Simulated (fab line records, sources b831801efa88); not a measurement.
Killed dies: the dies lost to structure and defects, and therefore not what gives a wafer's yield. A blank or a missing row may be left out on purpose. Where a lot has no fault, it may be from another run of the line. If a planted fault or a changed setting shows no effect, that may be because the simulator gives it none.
Matching of chambers || flow sky130 || SKY_CONTACT_CVD_00 on pecvd-01 has 3 sister chambers
The step deposits Si3N4, target thk 75 nm. 3 wafers are shown with their chamber, then 9 later ones without.

== EACH WAFER AND ITS CHAMBER ==
{"wafer": "L088.4", "chamber": 1, "heater-power-w (W)": 684}
{"wafer": "L088.5", "chamber": 2, "heater-power-w (W)": 590}
{"wafer": "L088.6", "chamber": 0, "heater-power-w (W)": 793}

== WAFERS WITH NO CHAMBER GIVEN ==
{"wafer": "L092.1", "heater-power-w (W)": 677}
{"wafer": "L092.3", "heater-power-w (W)": 734}
{"wafer": "L092.5", "heater-power-w (W)": 690}
{"wafer": "L094.3", "heater-power-w (W)": 617}
{"wafer": "L094.5", "heater-power-w (W)": 795}
{"wafer": "L094.6", "heater-power-w (W)": 658}
{"wafer": "L095.2", "heater-power-w (W)": 710}
{"wafer": "L095.4", "heater-power-w (W)": 700}
{"wafer": "L095.6", "heater-power-w (W)": 733}

== CHAMBER TAKEN BY EACH ==
{"wafer": "L092.1", "from the rows above": 1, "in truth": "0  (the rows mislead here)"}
{"wafer": "L092.3", "from the rows above": "can't be placed: 1 or 0", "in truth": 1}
{"wafer": "L092.5", "from the rows above": 1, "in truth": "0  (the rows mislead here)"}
{"wafer": "L094.3", "from the rows above": "can't be placed: 2 or 1", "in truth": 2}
{"wafer": "L094.5", "from the rows above": 0, "in truth": 0}
{"wafer": "L094.6", "from the rows above": "can't be placed: 1 or 2", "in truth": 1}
{"wafer": "L095.2", "from the rows above": "can't be placed: 1 or 0", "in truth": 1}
{"wafer": "L095.4", "from the rows above": 1, "in truth": 1}
{"wafer": "L095.6", "from the rows above": "can't be placed: 1 or 0", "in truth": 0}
Correct placement for 2 of the 9. These rows do not allow placing 5 (true chamber among the candidates in 5). Placed wrongly: 2.
How it was worked out, from the rows above alone: a wafer's distance from a chamber is the root of the sum, over the readings, of the square of ((its reading less the chamber's mean) divided by the reading's scatter). The wafer belongs to the nearest chamber; if the next one is less than 2 further off, it can't be placed. Each chamber's mean is taken over the wafers shown for it. The scatter: root of mean squared gap, hidden wafer to nearest shown wafer, with one shown wafer a chamber.
